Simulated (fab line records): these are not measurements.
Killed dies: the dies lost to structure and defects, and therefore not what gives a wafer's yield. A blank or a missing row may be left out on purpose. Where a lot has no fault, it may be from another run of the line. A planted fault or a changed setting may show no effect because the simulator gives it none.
Which tool is to blame? ; flow gf180mcu ; 9 lots, 27 wafers sampled, at 3 steps of a route of 602

## WHAT THE GAUGES READ, wafer by wafer
GF_V2_BOW_MEAS_05.
lot;measured;on;V2_BOW (um)
L299;day 19 04:39;filmMetro-01;100 90 96
L300;day 19 22:56;filmMetro-01;109 110 108
L301;day 20 07:46;filmMetro-02;97 97 98
L302;day 20 14:38;filmMetro-02;89 91 102
L303;day 20 20:10;filmMetro-01;100 103 103
L305;day 22 01:23;filmMetro-02;111 101 103
L315;day 25 05:16;filmMetro-02;104 91 106
L319;day 26 07:04;filmMetro-01;93 97 94
L322;day 27 00:14;filmMetro-02;90 90 101

GF_V4_THK_MEAS_01.
lot;measured;on;V4_CVD_00_THK (nm)
L299;day 23 08:52;filmMetro-01;597 597 606
L300;day 24 03:37;filmMetro-01;595 599 594
L301;day 24 10:02;filmMetro-01;605 597 595
L302;day 24 17:32;filmMetro-04;599 592 601
L303;day 24 21:10;filmMetro-01;597 593 598
L305;day 25 23:53;filmMetro-04;598 606 605
L315;day 28 20:01;filmMetro-04;595 598 589
L319;day 29 20:28;filmMetro-02;602 600 598
L322;day 30 13:39;filmMetro-02;588 596 585

## EACH LOT AND THE TOOL THAT RAN IT (in order: tool; ch and the chambers of the sampled wafers; start)
lot;GF_V2_EXPOSE_11
L299;krfScanner-02 ch 0, day 19 17:14
L300;krfScanner-01 ch 0, day 20 10:59
L301;krfScanner-01 ch 0, day 20 19:29
L302;krfScanner-01 ch 0, day 21 03:12
L303;krfScanner-01 ch 0, day 21 08:50
L305;krfScanner-02 ch 0, day 22 13:11
L315;krfScanner-01 ch 0, day 25 16:10
L319;krfScanner-02 ch 0, day 26 18:01
L322;krfScanner-02 ch 0, day 27 10:48
- GF_V2_EXPOSE_11: exposes mask Via2, target cd 260 nm.

## AS READ BY THE TOOLS THEMSELVES (means over the sampled wafers that have a number; for cases with no such wafer, the mark the record gives instead)
GF_V2_EXPOSE_11.
lot;tool;exposureDoseMJCm2
L299;krfScanner-02;37.92
L300;krfScanner-01;38.01
L301;krfScanner-01;37.93
L302;krfScanner-01;38.01
L303;krfScanner-01;37.99
L305;krfScanner-02;37.99
L315;krfScanner-01;37.88
L319;krfScanner-02;37.96
L322;krfScanner-02;37.98

## THE ANSWER, worked out from the rows above alone
Rule: usual is defined by the lots themselves. The widest of any qualifying gaps counts: lots, ordered by their means at a reading, are off when they make up no more than a third of the lots, leave a main group of 4 or more, and stand apart from it by 3 or more times the standard deviation of that group's means. A main group is skipped when, at the precision printed for the reading in the tables above, its means are all equal. Also off: a lot with no number at a reading for which 4 or more lots have one. Any other lot the step has rows for is counted as sound. First the gauges in route order, then the tools' own readings, where a lot's mean is used as printed above. At the first step where some lot is off, the reading lying furthest off is the one used; lots without a number count as furthest.
No lot is off at any reading shown: from this, nothing can be told.

## WHAT THE SIMULATOR HAD INSERTED
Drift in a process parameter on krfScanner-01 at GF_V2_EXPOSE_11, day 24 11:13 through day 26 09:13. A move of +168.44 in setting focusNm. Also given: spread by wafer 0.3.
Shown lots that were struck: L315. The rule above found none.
